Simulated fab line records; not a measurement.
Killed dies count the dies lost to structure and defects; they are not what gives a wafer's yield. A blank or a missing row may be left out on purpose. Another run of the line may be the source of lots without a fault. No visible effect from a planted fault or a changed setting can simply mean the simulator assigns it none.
fab line records -- flow gf180mcu -- part 2 of 2: steps 28 to 38 of 38
record lots=5, wafers=15, last_day=34
route steps=602 shown DUAL_GATE@156 POLY_GATE@157 HV_LDD@176
lots untouched by any fault: they come from a run of this same line in which no faults occurred
start_h: hours from the record's first day to the start of the lot's first wafer shown -- wait_h: hours since the lot's step before -- " the same as in the row above -- L1.1+2: a single row standing in for several wafers -- - no value present, or no start provided -- * or withheld: withheld -- < > ~ a bound
route shown NAME@n: a module of which the file shows steps, and the number in the route of the first -- usual: the fault-free wafers' mean and standard deviation -- same: alike in all rows -- chamber/n: place in a boat -- sites: per-site readings -- _std_site: the values' standard deviation -- _edge_site: outer sites' mean less inner sites' -- radius_mm: for every site, how far away it sits from the centre of the wafer -- mask NAME#n: copy n -- behind: the most recent tool/chamber to have shaped the wafer -- hold: why the lot was held/for how many hours/how that ended -- device: which transistor (n, p or np) failed to switch -- end of line: tests of these same wafers at the route's end -- where a step has no rows: the recipe by itself -- killed: dies that structure and defects cost at the first sort, which is not the same as the wafer's yield -- map: the dies of a wafer, with x for killed, . for not killed, _ for no die there
set.NAME: the run value of the setting; set.NAME@STEP: its run value at that earlier step -- model.NAME: the simulator's own value behind a step, which no gauge read
certain route steps with their lots: each step a table, each wafer a row
services: a tool's chamber out of use, with start hour (start_h, from the record's first day; less than 0 if before it), hours out, and reason
## steps
# step GF_HV_LDD_CD_MEAS_07
# recipe target_cd_nm=400
# usual cd_nm=399.6/2.4
lot.wafer,tool,chamber,start_h,wait_h,cd_nm
L076.1,cd_sem-02,-,232.02,0.2,401.2
L076.2,cd_sem-02,-,232.02,0.2,402.2
L076.5,cd_sem-02,-,232.02,0.2,399.4
L079.4,cd_sem-01,-,255.12,0.1,399.1
L079.5,cd_sem-01,-,255.12,0.1,397.6
L079.6,cd_sem-01,-,255.12,0.1,399.5
L088.2,cd_sem-01,-,330.52,0.1,404.3
L088.5,cd_sem-01,-,330.52,0.1,402.1
L088.6,cd_sem-01,-,330.52,0.1,404.3
L094.2,cd_sem-02,-,366.50,0.1,396.3
L094.4,cd_sem-02,-,366.50,0.1,396.0
L094.6,cd_sem-02,-,366.50,0.1,397.0
L096.1,cd_sem-02,-,385.31,0.1,401.7
L096.2,cd_sem-02,-,385.31,0.1,402.4
L096.4,cd_sem-02,-,385.31,0.1,400.2
# step GF_HV_LDD_OVL_MEAS_08
# usual HV_LDD_OVL=0.4/1.5
lot.wafer,tool,chamber,start_h,wait_h,HV_LDD_OVL[nm]
L076.1,overlay-02,-,232.14,0.1,0.0
L076.2,overlay-02,-,232.14,0.1,-0.1
L076.5,overlay-02,-,232.14,0.1,-0.7
L079.4,overlay-01,-,255.20,0.1,0.1
L079.5,overlay-01,-,255.20,0.1,-0.6
L079.6,overlay-01,-,255.20,0.1,1.2
L088.2,overlay-01,-,330.62,0.1,0.1
L088.5,overlay-01,-,330.62,0.1,-3.2
L088.6,overlay-01,-,330.62,0.1,-2.4
L094.2,overlay-01,-,366.60,0.1,0.0
L094.4,overlay-01,-,366.60,0.1,-1.6
L094.6,overlay-01,-,366.60,0.1,-0.9
L096.1,overlay-02,-,385.43,0.1,2.6
L096.2,overlay-02,-,385.43,0.1,1.4
L096.4,overlay-02,-,385.43,0.1,2.1
# step GF_HV_LDD_IMPLANT_09
# recipe species=As, energy_kev=40, dose_cm2=1e+14, tilt_deg=7
lot.wafer,tool,chamber,start_h,wait_h
L076.1+2+5,implanter-03,0,232.17,0.0
L079.4+5+6,implanter-04,0,255.29,0.1
L088.2+5+6,implanter-03,0,330.68,0.0
L094.2+4+6,implanter-04,0,366.66,0.0
L096.1+2+4,implanter-01,0,385.46,0.0
# step GF_HV_LDD_STRIP_10
# recipe chemistry=O2/N2, power_w=1400, pressure_mtorr=1500, platen_temp_c=250, o2_flow_sccm=3000, n2_flow_sccm=300, overash_fraction=0.5
# usual drypump_motor_current_A=5.39/0.23, heater_power_w=311/32, oes_product_au=0.715/0.0044, strip_time_to_endpoint_s=12.61/0.034
lot.wafer,tool,chamber,start_h,wait_h,drypump_motor_current_A,heater_power_w,oes_product_au,rf_hours_counter_h,strip_time_to_endpoint_s
L076.1,plasma_asher-01,1,232.32,0.1,5.24,318,0.710,62,12.67
L076.2,plasma_asher-01,0,232.32,0.1,5.44,278,0.712,62,12.62
L076.5,plasma_asher-01,0,232.32,0.1,5.45,274,0.712,-,12.65
L079.4,plasma_asher-01,0,255.40,0.1,5.45,277,0.710,-,12.59
L079.5,plasma_asher-01,1,255.40,0.1,5.27,313,0.713,-,12.62
L079.6,plasma_asher-01,0,255.40,0.1,5.44,279,0.720,-,12.60
L088.2,plasma_asher-04,0,330.80,0.1,5.31,325,0.719,64,12.62
L088.5,plasma_asher-04,0,330.80,0.1,5.29,310,0.714,-,12.58
L088.6,plasma_asher-04,1,330.80,0.1,5.80,280,0.716,-,12.60
L094.2,plasma_asher-01,0,366.78,0.1,5.47,269,0.716,76,12.64
L094.4,plasma_asher-01,0,366.78,0.1,5.47,268,0.720,-,12.64
L094.6,plasma_asher-01,1,366.78,0.1,5.27,320,0.717,-,12.63
L096.1,plasma_asher-04,0,385.61,0.1,5.28,315,0.719,69,12.64
L096.2,plasma_asher-04,1,385.61,0.1,5.76,272,0.712,69,12.61
L096.4,plasma_asher-04,0,385.61,0.1,5.30,314,0.716,-,12.62
# step GF_HV_LDD_TW_MEAS_11
# usual HV_LDD_TW=2413/21
lot.wafer,tool,chamber,start_h,wait_h,HV_LDD_TW
L076.1,film_metro-04,-,232.44,0.1,2429
L076.2,film_metro-04,-,232.44,0.1,2429
L076.5,film_metro-04,-,232.44,0.1,2424
L079.4,film_metro-04,-,255.50,0.1,2434
L079.5,film_metro-04,-,255.50,0.1,2442
L079.6,film_metro-04,-,255.50,0.1,2445
L088.2,film_metro-03,-,330.91,0.1,2387
L088.5,film_metro-03,-,330.91,0.1,2398
L088.6,film_metro-03,-,330.91,0.1,2383
L094.2,film_metro-04,-,366.89,0.1,2426
L094.4,film_metro-04,-,366.89,0.1,2433
L094.6,film_metro-04,-,366.89,0.1,2437
L096.1,film_metro-02,-,385.71,0.1,2390
L096.2,film_metro-02,-,385.71,0.1,2397
L096.4,film_metro-02,-,385.71,0.1,2400
# step GF_HV_LDD_DEHYDRATE_12
# recipe temp_c=200, time_s=60
# same time_s=60
lot.wafer,tool,chamber,start_h,wait_h
L076.1+2+5,litho_track-04,0,240.40,7.9
L079.4+5+6,litho_track-04,0,264.12,8.6
L088.2+5+6,litho_track-04,0,341.37,10.4
L094.2+4+6,litho_track-02,0,377.10,10.2
L096.1+2+4,litho_track-04,0,396.85,11.1
# step GF_HV_LDD_HMDS_13
# recipe prime_time_s=60, prime_temp_c=120
# usual prime_temp_c=119.99/0.15
# same prime_time_s=60
lot.wafer,tool,chamber,start_h,wait_h,prime_temp_c
L076.1,litho_track-04,0,240.55,0.1,120.15
L076.2,litho_track-04,0,240.55,0.1,119.92
L076.5,litho_track-04,0,240.55,0.1,120.10
L079.4,litho_track-04,0,264.27,0.1,120.12
L079.5,litho_track-04,0,264.27,0.1,119.94
L079.6,litho_track-04,0,264.27,0.1,120.05
L088.2,litho_track-04,0,341.52,0.1,119.92
L088.5,litho_track-04,0,341.52,0.1,120.02
L088.6,litho_track-04,0,341.52,0.1,120.03
L094.2,litho_track-02,0,377.25,0.1,120.02
L094.4,litho_track-02,0,377.25,0.1,119.98
L094.6,litho_track-02,0,377.25,0.1,120.01
L096.1,litho_track-04,0,397.00,0.1,120.03
L096.2,litho_track-04,0,397.00,0.1,120.13
L096.4,litho_track-04,0,397.00,0.1,120.28
# step GF_HV_LDD_COAT_14
# recipe resist=NOVOLAK, spin_rpm=3000, resist_thk_nm=1000
# usual spin_speed_rpm=2999.6/2
lot.wafer,tool,chamber,start_h,wait_h,spin_speed_rpm
L076.1,litho_track-04,0,240.70,0.1,2999.4
L076.2,litho_track-04,0,240.70,0.1,2998.0
L076.5,litho_track-04,0,240.70,0.1,3000.7
L079.4,litho_track-04,0,264.42,0.1,3000.7
L079.5,litho_track-04,0,264.42,0.1,2999.5
L079.6,litho_track-04,0,264.42,0.1,3003.5
L088.2,litho_track-04,0,341.67,0.1,2999.5
L088.5,litho_track-04,0,341.67,0.1,2998.5
L088.6,litho_track-04,0,341.67,0.1,2998.7
L094.2,litho_track-02,0,377.40,0.1,3002.0
L094.4,litho_track-02,0,377.40,0.1,2999.3
L094.6,litho_track-02,0,377.40,0.1,3000.2
L096.1,litho_track-04,0,397.15,0.1,3002.2
L096.2,litho_track-04,0,397.15,0.1,3002.9
L096.4,litho_track-04,0,397.15,0.1,3003.2
# step GF_HV_LDD_SOFTBAKE_15
# recipe temp_c=90, time_s=60, resist=NOVOLAK
# same time_s=60
lot.wafer,tool,chamber,start_h,wait_h
L076.1+2+5,litho_track-04,0,240.85,0.1
L079.4+5+6,litho_track-04,0,264.57,0.1
L088.2+5+6,litho_track-04,0,341.82,0.1
L094.2+4+6,litho_track-02,0,377.55,0.1
L096.1+2+4,litho_track-04,0,397.30,0.1
# step GF_HV_LDD_EXPOSE_16
# recipe mask_id=Pplus_LV_AREA, target_cd_nm=400, na=0.6, source_shape=conventional, sigma_outer=0.6, dose_mj=140
# usual reticle_temp_C=23.02/0.098
# same sigma_outer=0.6
lot.wafer,tool,chamber,start_h,wait_h,mask,reticle_temp_C
L076.1,iline_stepper-01,0,-,-,Pplus_LV_AREA#0,22.98
L076.2,iline_stepper-01,0,-,-,Pplus_LV_AREA#0,23.05
L076.5,iline_stepper-01,0,-,-,Pplus_LV_AREA#0,23.03
L079.4,iline_stepper-01,0,-,-,Pplus_LV_AREA#0,23.05
L079.5,iline_stepper-01,0,-,-,Pplus_LV_AREA#0,23.16
L079.6,iline_stepper-01,0,-,-,Pplus_LV_AREA#0,22.98
L088.2,iline_stepper-01,0,-,-,Pplus_LV_AREA#0,23.06
L088.5,iline_stepper-01,0,-,-,Pplus_LV_AREA#0,23.01
L088.6,iline_stepper-01,0,-,-,Pplus_LV_AREA#0,22.98
L094.2,iline_stepper-01,0,-,-,Pplus_LV_AREA#0,22.97
L094.4,iline_stepper-01,0,-,-,Pplus_LV_AREA#0,23.09
L094.6,iline_stepper-01,0,-,-,Pplus_LV_AREA#0,23.20
L096.1,iline_stepper-01,0,-,-,Pplus_LV_AREA#0,22.96
L096.2,iline_stepper-01,0,-,-,Pplus_LV_AREA#0,23.07
L096.4,iline_stepper-01,0,-,-,Pplus_LV_AREA#0,23.08
# step GF_HV_LDD_PEB_17
# recipe temp_c=withheld, time_s=*, resist=NOVOLAK
# same time_s=*
lot.wafer,tool,chamber,start_h,wait_h
L076.1+2+5,litho_track-02,0,-,-
L079.4+5+6,litho_track-01,0,-,-
L088.2+5+6,litho_track-01,0,-,-
L094.2+4+6,litho_track-01,0,-,-
L096.1+2+4,litho_track-01,0,-,-
## services
tool,chamber,start_h,hours,kind
krf_scanner-02,-,168.24,0.8,repair
furnace-01,-,179.22,1.7,repair
furnace-02,-,215.20,57.5,pm
iline_stepper-01,-,233.64,1.7,pm
krf_scanner-02,-,242.88,0.8,pm
plasma_asher-01,-,247.67,2.8,pm
furnace-01,-,252.66,3.1,pm
plasma_asher-04,-,257.81,2.4,repair
krf_scanner-02,-,261.61,1.0,pm
plasma_asher-04,-,261.69,0.4,repair
furnace-01,-,267.19,2.8,repair
furnace-01,-,269.99,3.7,pm
krf_scanner-02,-,271.57,11.6,pm
furnace-02,-,274.05,3.1,pm
plasma_asher-04,-,280.03,3.1,repair
krf_scanner-02,-,283.12,1.3,pm
iline_stepper-02,-,290.60,1.7,pm
iline_stepper-02,-,301.41,0.7,repair
furnace-02,-,327.66,9.4,repair
iline_stepper-02,-,344.11,2.1,pm
iline_stepper-01,-,382.70,8.9,pm
krf_scanner-02,-,382.88,0.8,pm
furnace-01,-,394.49,3.7,pm
iline_stepper-01,-,398.45,4.0,repair
